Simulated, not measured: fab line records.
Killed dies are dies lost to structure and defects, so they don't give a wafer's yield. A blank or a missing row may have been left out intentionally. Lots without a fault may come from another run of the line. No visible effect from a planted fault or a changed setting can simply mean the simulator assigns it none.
Which tool was responsible? | flow gf180mcu | 13 lots, 39 wafers sampled, at 2 steps of a route of 602

## WHAT EACH GAUGE READ, for each wafer
GF_VT_IMPLANT_TW_MEAS_43. Usual: VT_IMPLANT_4_TW typically reads 685, with standard deviation 5.8.
lot  | measured     | on            | VT_IMPLANT_4_TW | flag
L502 | day 8 01:19  | film_metro-01 | 683 682 681     |
L504 | day 8 15:44  | film_metro-03 | 692 692 691     |
L507 | day 9 12:50  | film_metro-01 | 685 682 680     |
L508 | day 9 17:32  | film_metro-04 | 679 677 681     |
L509 | day 10 01:14 | film_metro-01 | 684 685 686     |
L510 | day 10 11:48 | film_metro-03 | 685 681 684     |
L511 | day 10 15:23 | film_metro-03 | 681 682 685     |
L512 | day 10 23:38 | film_metro-01 | 688 687 687     |
L513 | day 11 07:35 | film_metro-03 | 695 694 692     |
L516 | day 12 04:26 | film_metro-03 | 688 688 689     |
L518 | day 12 20:12 | film_metro-03 | 690 687 691     |
L521 | day 13 13:58 | film_metro-03 | 694 692 689     |
L522 | day 13 21:44 | film_metro-03 | 693 690 690     |

GF_HV_LDD_TW_MEAS_11. Usual: HV_LDD_TW typically reads 2393, with standard deviation 16.
lot  | measured     | on            | HV_LDD_TW      | flag
L502 | day 10 13:31 | film_metro-02 | 2395 2414 2406 |
L504 | day 11 06:49 | film_metro-02 | 2405 2410 2406 |
L507 | day 12 04:48 | film_metro-02 | 2406 2398 2408 |
L508 | day 12 10:54 | film_metro-04 | 2397 2401 2385 |
L509 | day 12 18:58 | film_metro-04 | 2389 2389 2383 |
L510 | day 13 07:01 | film_metro-02 | 2412 2401 2415 |
L511 | day 13 09:42 | film_metro-04 | 2395 2407 2406 |
L512 | day 13 20:57 | film_metro-01 | 2397 2398 2404 |
L513 | day 14 05:15 | film_metro-02 | 2403 2400 2396 |
L516 | day 15 02:04 | film_metro-02 | 2391 2390 2399 |
L518 | day 15 19:49 | film_metro-01 | 2372 2375 2373 |
L521 | day 16 13:30 | film_metro-01 | 2372 2379 2375 |
L522 | day 16 23:06 | film_metro-01 | 2388 2373 2386 |

## WHICH TOOL RAN EACH LOT (tool, then ch and the chambers of the sampled wafers, then the start)
There is no process step in the record ahead of these readings.

## WHAT THE TOOLS THEMSELVES READ (means of the sampled wafers that have a number; where no wafer has one, the mark that the record gives instead)
The record holds no such reading with a usual standard deviation.

## THE ANSWER, worked out from the rows above alone
Rule: a lot is off if the mean of its wafers that have a number lies more than 3 standard deviations from the usual mean. Also off: a lot with no number at a reading for which 4 or more lots have one. Any other lot the step has rows for is counted as sound. First the gauges in route order, then the tools' own readings, where a lot's mean is used as printed above. At the first step where some lot is off, the reading lying furthest off is the one used; lots without a number count as furthest.
No lot is off on any of the readings shown, so nothing can be concluded from this.

## WHAT THE SIMULATOR HAD PUT IN
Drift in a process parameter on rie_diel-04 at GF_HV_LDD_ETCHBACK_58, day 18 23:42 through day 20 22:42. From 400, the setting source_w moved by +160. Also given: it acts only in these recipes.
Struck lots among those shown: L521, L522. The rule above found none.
